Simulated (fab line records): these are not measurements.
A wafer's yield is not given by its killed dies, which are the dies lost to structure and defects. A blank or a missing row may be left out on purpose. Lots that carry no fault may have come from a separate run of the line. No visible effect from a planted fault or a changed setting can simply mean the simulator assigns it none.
Problem report, 8D (eight disciplines) form, completed by code || flow sfq-line || the parts of the form that need people (team, actions taken, sign-off) are left out

## 1. THE PROBLEM
At SFQ_TRILAYER_M7_LITHO_COAT_177, spin-speed-rpm averages 2593.3 rpm over 9 wafers from 3 lots, while fault-free wafers read 3000.2 rpm, standard deviation 2. That is -99 or more standard deviations from the usual mean.
The step: resist thk 600 nm.
Earliest sighting: wafer L243.1 on litho-track-02 at day 67 01:05. The record has a number at this step for 45 wafers belonging to 15 lots. The rule behind "out" and "out of limits": a value lying over 4 standard deviations away from the usual mean. Any other wafer with a number is counted as sound.

## 2. WHAT IT IS, WHAT IT ISN'T
{"question": "which readings at this step", "is": "spin-speed-rpm", "is not": "-"}
{"question": "which lots", "is": "L243, L244, L245", "is not": "L232, L233, L234, L235, L236, L237, L247, L250, L251, L252, L253, L254"}
{"question": "which wafers of those lots", "is": "all that have a number", "is not": "-"}
{"question": "read on which tools", "is": "litho-track-02", "is not": "litho-track-01, litho-track-04"}
{"question": "when", "is": "from day 67 01:05", "is not": "up to then (18 sound wafers); but 18 sound wafers of L247, L250, L251, L252, L253, L254 came after"}

## 3. SUSPECTS, AND WHAT RULES EACH OUT
Counting: a tool at a process step up to the reading stays a suspect if it ran every lot that is out and no sound lot after the first of them.
- litho-track-02 at SFQ_TRILAYER_M7_LITHO_COAT_177 (resist thk 600 nm): ruled out as a lasting fault. After its first lot that is out, L243 (day 67 01:05), sound lots L253 ran on it.
Left after counting: nothing in the record.

## 4. THE CAUSE (what the simulator had put in)
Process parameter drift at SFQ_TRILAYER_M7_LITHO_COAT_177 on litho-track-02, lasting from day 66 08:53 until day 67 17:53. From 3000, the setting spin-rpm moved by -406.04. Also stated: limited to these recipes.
Counting ruled it out, wrongly.

## 5. THE EFFECT CHAIN, in route order
Each row: a reading where the mean over the struck wafers with a number is more than 3 standard deviations away from the usual. Scope: only readings with a usual standard deviation given in the record; hours: median across lots of the time from each lot's start at the first step in this table that gives one to its start at this step; sigmas: change in usual standard deviations.
{"hours": 0, "step": "SFQ_TRILAYER_M7_LITHO_COAT_177", "reading": "spin-speed-rpm", "usual": "3000.2 rpm", "on struck wafers": 2593.3, "change": -406.9, "sigmas": "-99 or more"}
Process steps it contains:
- SFQ_TRILAYER_M7_LITHO_COAT_177: resist thk 600 nm.

## 6. WHAT WOULD HAVE CAUGHT IT SOONER
In this record the first reading out of limits was taken at day 67 01:05, 16 hours after the fault began at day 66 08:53.
